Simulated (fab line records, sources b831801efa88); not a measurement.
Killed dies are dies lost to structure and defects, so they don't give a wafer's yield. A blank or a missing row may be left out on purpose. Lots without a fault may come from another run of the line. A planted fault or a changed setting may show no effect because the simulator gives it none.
fab line records | flow gf180mcu | part 2 of 2: steps 28 to 37 of 37
record lots=5 wafers=15 last_day=33
route steps=602 shown VT_IMPLANT@120 MVSD@136 NWELL@137 LVPWELL@138 MVPSD@139 DUAL_GATE@141
lots that met no fault: from a run of the same line without faults
start_h: hours from the record's first day to the start of the lot's first wafer shown | wait_h: hours since the lot's step before | " the same as in the row above | L1.1+2: a row that stands for several wafers | - no value, or no start given | * or withheld: withheld | < > ~ a bound
route shown NAME@n: a module of which the file shows steps, and the number in the route of the first | usual: mean/standard deviation of fault-free wafers | same: alike in all rows | chamber/n: place in a boat | sites: the reading at each site | _std_site: their standard deviation | _edge_site: outer sites' mean less inner sites' | radius_mm: how far each site lies from the wafer's centre | mask NAME#n: copy n | behind: the tool/chamber that last shaped the wafer | hold: why the lot was held/for how many hours/how that ended | device: the transistor (n, p or np) that didn't switch | end of line: the same wafers' tests at the end of the route | a step without rows: its recipe alone | killed: dies lost to structure and defects at the first sort, not the wafer's yield | map: a wafer's dies, x killed, . not, _ none there
set.NAME: the setting as run; set.NAME@STEP: as run at that earlier step | model.NAME: the simulator's own value behind a step, which no gauge read
lots at some steps of the route; a table a step, a row a wafer
services: from which hour (start_h, from the record's first day; less than 0 if before it) a tool's chamber was out of use, for how many hours, and why
## steps
# step GF_DUAL_GATE_COAT_06
# recipe resist=NOVOLAK spin_rpm=3000 resist_thk_nm=1000
# columns lot.wafer tool chamber start_h wait_h
L079.2+5+6 litho_track-02 0 201.23 0.1
L081.1+3+5 litho_track-02 0 217.21 0.1
L086.2+3+6 litho_track-03 0 252.93 0.1
L090.3+4+6 litho_track-02 0 281.61 0.1
L093.2+3+6 litho_track-03 0 299.23 0.1
# step GF_DUAL_GATE_SOFTBAKE_07
# recipe temp_c=90 time_s=60 resist=NOVOLAK
# columns lot.wafer tool chamber start_h wait_h
L079.2+5+6 litho_track-02 0 201.38 0.1
L081.1+3+5 litho_track-02 0 217.36 0.1
L086.2+3+6 litho_track-03 0 253.08 0.1
L090.3+4+6 litho_track-02 0 281.76 0.1
L093.2+3+6 litho_track-03 0 299.38 0.1
# step GF_DUAL_GATE_EXPOSE_08
# recipe mask_id=Dualgate target_cd_nm=700 na=0.6 source_shape=conventional sigma_outer=0.6 dose_mj=140
# usual focus_offset_nm=0.0/0.53
# columns lot.wafer tool chamber start_h wait_h mask focus_offset_nm
L079.2 iline_stepper-02 0 - - Dualgate#0 -0.2
L079.5 " 0 " " Dualgate#0 0.3
L079.6 " 0 " " Dualgate#0 -0.5
L081.1 iline_stepper-02 0 - - Dualgate#0 0.9
L081.3 " 0 " " Dualgate#0 -0.1
L081.5 " 0 " " Dualgate#0 0.1
L086.2 iline_stepper-01 0 - - Dualgate#0 -0.2
L086.3 " 0 " " Dualgate#0 -0.1
L086.6 " 0 " " Dualgate#0 -0.2
L090.3 iline_stepper-01 0 - - Dualgate#0 0.2
L090.4 " 0 " " Dualgate#0 0.2
L090.6 " 0 " " Dualgate#0 0.1
L093.2 iline_stepper-01 0 - - Dualgate#0 0.2
L093.3 " 0 " " Dualgate#0 -0.1
L093.6 " 0 " " Dualgate#0 -0.4
# step GF_DUAL_GATE_PEB_09
# recipe temp_c=withheld time_s=* resist=NOVOLAK
# columns lot.wafer tool chamber start_h wait_h
L079.2+5+6 litho_track-03 0 - -
L081.1+3+5 litho_track-04 0 - -
L086.2+3+6 litho_track-04 0 - -
L090.3+4+6 litho_track-02 0 - -
L093.2+3+6 litho_track-04 0 - -
# step GF_DUAL_GATE_DEVELOP_10
# recipe develop_time_s=59.18 dev_temp_c=23
# columns lot.wafer tool chamber start_h wait_h
L079.2+5+6 litho_track-03 0 209.73 0.1
L081.1+3+5 litho_track-04 0 226.26 0.1
L086.2+3+6 litho_track-04 0 262.18 0.1
L090.3+4+6 litho_track-02 0 291.61 0.1
L093.2+3+6 litho_track-04 0 309.63 0.1
# step GF_DUAL_GATE_OVL_MEAS_11
# usual DUAL_GATE_OVL=-0.7/1
# columns lot.wafer tool chamber start_h wait_h DUAL_GATE_OVL[nm]
L079.2 overlay-02 - 209.86 0.1 -1.6
L079.5 " - " " -0.2
L079.6 " - " " -0.8
L081.1 overlay-02 - 226.41 0.1 1.2
L081.3 " - " " 0.8
L081.5 " - " " -0.7
L086.2 overlay-01 - 262.31 0.1 0.6
L086.3 " - " " 0.5
L086.6 " - " " -0.1
L090.3 overlay-02 - 291.72 0.1 -1.7
L090.4 " - " " -1.9
L090.6 " - " " -1.5
L093.2 overlay-01 - 309.76 0.1 0.3
L093.3 " - " " 0.5
L093.6 " - " " 0.4
# step GF_DUAL_GATE_WET_ETCH_12
# recipe chemistry=dHF target_depth_nm=13 dry=n2_spin target=SiO2 temp_c=25 dilution=100:1 time_s=260
# usual temp_c=24.98/0.1
# columns lot.wafer tool chamber start_h wait_h temp_c
L079.2 wet_bench-02 3 209.89 0.0 25.02
L079.5 " 3 " " 25.11
L079.6 " 3 " " 25.06
L081.1 wet_bench-02 0 226.44 0.0 24.83
L081.3 " 0 " " 24.66
L081.5 " 0 " " 24.78
L086.2 wet_bench-03 2 262.34 0.0 24.95
L086.3 " 2 " " 25.02
L086.6 " 2 " " 25.01
L090.3 wet_bench-02 0 291.74 0.0 25.04
L090.4 " 0 " " 25.14
L090.6 " 0 " " 25.14
L093.2 wet_bench-02 0 309.79 0.0 25.08
L093.3 " 0 " " 25.05
L093.6 " 0 " " 24.92
# step GF_DUAL_GATE_STRIP_13
# recipe chemistry=O2/N2 power_w=1400 pressure_mtorr=1500 platen_temp_c=250 o2_flow_sccm=3000 n2_flow_sccm=300 overash_fraction=0.5
# usual drypump_motor_current_A=5.7/0.36 heater_power_w=322/25 oes_product_au=0.716/0.0046 strip_time_to_endpoint_s=12.64/0.036
# columns lot.wafer tool chamber start_h wait_h drypump_motor_current_A heater_power_w oes_product_au rf_hours_counter_h strip_time_to_endpoint_s
L079.2 plasma_asher-04 0 209.98 0.0 6.3 323 0.720 53 12.69
L079.5 " 1 " " 6.2 331 0.717 - 12.62
L079.6 " 0 " " 6.2 323 0.712 - 12.66
L081.1 plasma_asher-01 1 226.52 0.0 5.8 366 0.728 42 12.67
L081.3 " 1 " " 5.8 367 0.713 - 12.67
L081.5 " 0 " " 5.8 307 0.718 - 12.64
L086.2 plasma_asher-04 1 262.42 0.0 6.2 339 0.714 59 12.69
L086.3 " 0 " " 6.2 329 0.718 - 12.66
L086.6 " 1 " " 6.2 337 0.717 - 12.68
L090.3 plasma_asher-04 0 291.86 0.0 6.2 326 0.712 - 12.65
L090.4 " 1 " " 6.2 342 0.715 - 12.64
L090.6 " 0 " " 6.2 327 0.715 - 12.64
L093.2 plasma_asher-02 0 309.88 0.0 5.4 289 0.712 19 12.64
L093.3 " 0 " " 5.4 292 0.718 - 12.66
L093.6 " 1 " " 5.2 322 0.710 - 12.65
# step GF_DUAL_GATE_CLEAN_14
# recipe chemistry=SC1/SC2 mix=1:4:20 temp_c=70 time_s=150 dry=n2_spin
# usual bath_guard_temp_C=70.1/0.44 temp_c=70.02/0.11
# columns lot.wafer tool chamber start_h wait_h bath_guard_temp_C temp_c
L079.2 wet_bench-02 0 210.08 0.1 70.1 70.15
L079.5 " 0 " " 70.2 70.13
L079.6 " 0 " " 69.9 69.95
L081.1 wet_bench-04 2 226.62 0.1 70.0 69.90
L081.3 " 2 " " 70.2 69.87
L081.5 " 2 " " 70.4 69.92
L086.2 wet_bench-02 0 262.52 0.1 70.2 69.86
L086.3 " 0 " " 69.9 70.09
L086.6 " 0 " " 70.2 70.07
L090.3 wet_bench-04 2 291.92 0.0 70.2 70.00
L090.4 " 2 " " 70.3 70.06
L090.6 " 2 " " 70.3 70.01
L093.2 wet_bench-03 0 309.98 0.1 70.2 70.07
L093.3 " 0 " " 70.4 70.03
L093.6 " 0 " " 70.2 70.05
# step GF_DUAL_GATE_OXIDATION_15
# recipe temp_c=850 ambient=O2 stabilise_s=600 purge_s=300 target_thk_a=70.98 ox_time_s=1995
# usual tube_center_temp_C_max=852.2/0.35 zone_power_lower_pct=17.6/1.7
# same stabilise_s=600
# columns lot.wafer tool chamber start_h wait_h tube_center_temp_C_max zone_power_lower_pct
L079.2 furnace-01 0 210.13 0.0 852.4 16.0
L079.5 " 0 " " 852.0 15.8
L079.6 " 0 " " 852.0 15.7
L081.1 furnace-01 0 226.83 0.2 851.7 15.8
L081.3 " 0 " " 851.5 15.7
L081.5 " 0 " " 852.0 15.8
L086.2 furnace-01 0 265.60 3.0 851.6 15.7
L086.3 " 0 " " 851.9 15.7
L086.6 " 0 " " 851.8 15.6
L090.3 furnace-02 0 292.71 0.7 851.9 18.9
L090.4 " 0 " " 852.5 19.0
L090.6 " 0 " " 852.1 19.5
L093.2 furnace-01 0 310.03 0.0 852.0 15.9
L093.3 " 0 " " 852.3 16.0
L093.6 " 0 " " 852.7 16.1
## services
# columns tool chamber start_h hours kind
rtp_anneal-02 - 150.75 78.0 pm
furnace-01 - 151.84 1.9 pm
plasma_asher-02 - 153.22 0.8 repair
iline_stepper-01 - 163.52 1.4 repair
furnace-02 - 168.24 3.8 pm
implanter-04 - 182.93 3.6 repair
furnace-02 - 187.96 3.7 pm
implanter-03 - 191.19 3.5 repair
plasma_asher-02 - 196.07 6.6 repair
iline_stepper-02 - 196.37 1.7 pm
wet_bench-02 - 201.34 3.1 repair
iline_stepper-01 - 206.76 1.0 repair
plasma_asher-03 - 212.05 1.4 repair
iline_stepper-01 - 231.01 1.7 pm
implanter-02 - 243.01 2.7 pm
wet_bench-04 - 249.36 4.8 repair
iline_stepper-02 - 252.40 2.7 repair
furnace-02 - 256.04 13.7 repair
implanter-04 - 257.80 3.1 repair
plasma_asher-04 - 267.37 4.0 repair
furnace-02 - 275.38 8.5 pm
plasma_asher-03 - 279.84 2.5 repair
implanter-04 - 281.29 7.5 repair
implanter-04 - 302.30 3.2 repair
